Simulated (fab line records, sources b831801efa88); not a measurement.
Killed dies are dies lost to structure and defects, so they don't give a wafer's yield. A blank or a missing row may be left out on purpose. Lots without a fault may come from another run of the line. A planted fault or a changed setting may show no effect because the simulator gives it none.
A struck lot beside a sound one | flow gf180mcu | 14 steps out of a route of 602
Sound: wafers L450.1, L450.3, L450.4. Struck: wafers L440.1, L440.2, L440.3. The cause comes at the end.
At each step with rows: each side's tool, then ch and its chambers, then its first start. Under that, the readings that differ: sound wafers | struck wafers | difference of the means | sigmas: that difference in standard deviations of wafers without a fault.
alike: readings whose means differ by less than 2 such deviations, and words and numbers that are the same on both sides. not compared: withheld readings, readings that some wafer has no value for, bounds like >300 that may hide the same value, and numbers for which the record gives no deviation and whose values overlap.
The two part at a step that has a row with sigmas, a row that says differs or no value, or rows on one side only. Numbers that don't overlap but have no deviation are shown without sigmas and don't part them. A reading that every wafer of one side lacks parts them only if that side has two wafers or more.

first, 1 step without rows for these wafers: GF_CONTACT_CVD_00 (deposits SiO2, target thk 300 nm, time 50 s).
GF_CONTACT_THK_MEAS_01:
  sound on film_metro-03, day 21 08:01; struck on film_metro-02, day 17 19:44
  alike: CONTACT_CVD_00_THK
GF_CONTACT_CVD_02: deposits SiO2 from TEOS, target thk 860 nm, time 95.992 s.
  sound on pecvd-01 ch 0,2, day 21 08:05; struck on pecvd-03 ch 0,1,2, day 17 19:47
  alike: heater_power_w
GF_CONTACT_THK_MEAS_03:
  sound on film_metro-01, day 21 08:09; struck on film_metro-03, day 17 19:52
  alike: CONTACT_CVD_02_THK
GF_CONTACT_CMP_04: polishes SiO2.
  sound on cmp-01 ch 0,2,3, day 21 08:13; struck on cmp-02 ch 0,1,2, day 17 19:55
  alike: motor_current_A, retaining_ring_pressure_frac, time_to_endpoint_s
GF_CONTACT_BOW_MEAS_05:
  sound on film_metro-01, day 21 08:31; struck on film_metro-03, day 17 20:13
  alike: CONTACT_BOW
then, 6 steps without rows for these wafers: GF_CONTACT_DEHYDRATE_06 (time 60 s); GF_CONTACT_HMDS_07 (prime time 60 s); GF_CONTACT_COAT_08; GF_CONTACT_COAT_09 (resist thk 1000 nm); GF_CONTACT_SOFTBAKE_10 (time 60 s); GF_CONTACT_EXPOSE_11 (exposes mask Contact, target cd 220 nm).
GF_CONTACT_PEB_12: peb time 90 s.
  sound on litho_track-04 ch 0, day 22 07:25; struck on litho_track-01, day 18 20:09
  no value came back on the struck wafers for chill_plate_temp_C (C), exhaust_pa (Pa); on the sound wafers chill_plate_temp_C (C) reads 22.91 23.06 22.99
then, 1 step without rows for these wafers: GF_CONTACT_DEVELOP_13 (develop time 60 s).

WHERE THEY PART
Only at GF_CONTACT_PEB_12, within this record.

WHY: what the simulator had put in
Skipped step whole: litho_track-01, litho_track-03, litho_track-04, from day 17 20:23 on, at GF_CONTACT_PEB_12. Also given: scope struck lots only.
